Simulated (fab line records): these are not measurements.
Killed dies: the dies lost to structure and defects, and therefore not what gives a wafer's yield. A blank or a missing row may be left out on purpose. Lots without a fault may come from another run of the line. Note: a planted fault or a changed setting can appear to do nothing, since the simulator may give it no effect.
One fault through the eyes of 2 desks :: flow gf180mcu :: numbers are kept per desk, each desk with only its own; the story behind them comes last

THE TOOL OWNER'S DESK: rie metal-04
The tool's own readings at GF_MIM_METAL_ETCH_19 (etches the open film in Cl2/BCl3, stops on Si3N4, target depth 324.5 nm, time 54.1 s): means of the sampled wafers that have a number, for each lot that ran on this tool. The brackets show how far a lot's mean lies from the usual mean; more than 4 standard deviations puts the lot out of limits, marked OUT.
Columns: A = drypump motor current A at GF_MIM_METAL_ETCH_19, usual 5.8 A; B = oes product au at GF_MIM_METAL_ETCH_19, usual 0.942 a.u.; C = throttle valve pct at GF_MIM_METAL_ETCH_19, usual 28.282 %
lot: L872
first seen here: day 25 10:05
A: 6.2
B: 0.938
C: 28.291

lot: L873
first seen here: day 25 19:48
A: 5.9
B: 0.936
C: 28.291

lot: L877
first seen here: day 27 04:33
A: 5.9
B: 0.947
C: 28.273

lot: L878
first seen here: day 27 10:34
A: 6.2
B: 0.949
C: 28.276

lot: L880
first seen here: day 28 05:45
A: 6.0
B: 0.941
C: 28.283

lot: L884
first seen here: day 29 03:37
A: 6.2
B: 0.939
C: 28.279
This desk's verdict: no lot among the 6 shows anything out of limits.

AT THE METROLOGY DESK
Lot by lot, what the gauges showed, no matter which tool ran the lot: averages of those sampled wafers that carry a number. The brackets show how far a lot's mean lies from the usual mean; more than 4 standard deviations puts the lot out of limits, marked OUT.
Columns: A = V4_W_RS at GF_V4_RS_MEAS_24, usual 0.327 ohm/sq
lot: L872
first seen here: day 24 11:35
A: 0.328

lot: L873
first seen here: day 24 21:32
A: 0.331

lot: L874
first seen here: day 25 06:44
A: 0.329

lot: L875
first seen here: day 25 09:32
A: 0.326

lot: L876
first seen here: day 25 22:37
A: 0.328

lot: L877
first seen here: day 26 07:04
A: 0.327

lot: L878
first seen here: day 26 13:39
A: 0.329

lot: L880
first seen here: day 27 09:02
A: 0.328

lot: L881
first seen here: day 27 12:53
A: 0.325

lot: L884
first seen here: day 28 07:12
A: 0.325

lot: L894
first seen here: day 31 04:00
A: 0.328

lot: L895
first seen here: day 31 07:28
A: 0.321
This desk's verdict: no lot among the 12 shows anything out of limits.

TAKEN TOGETHER
The desk of the tool owner found nothing out of limits.
Metrology desk: nothing out of limits seen.

WHAT WAS PUT IN BY THE SIMULATOR
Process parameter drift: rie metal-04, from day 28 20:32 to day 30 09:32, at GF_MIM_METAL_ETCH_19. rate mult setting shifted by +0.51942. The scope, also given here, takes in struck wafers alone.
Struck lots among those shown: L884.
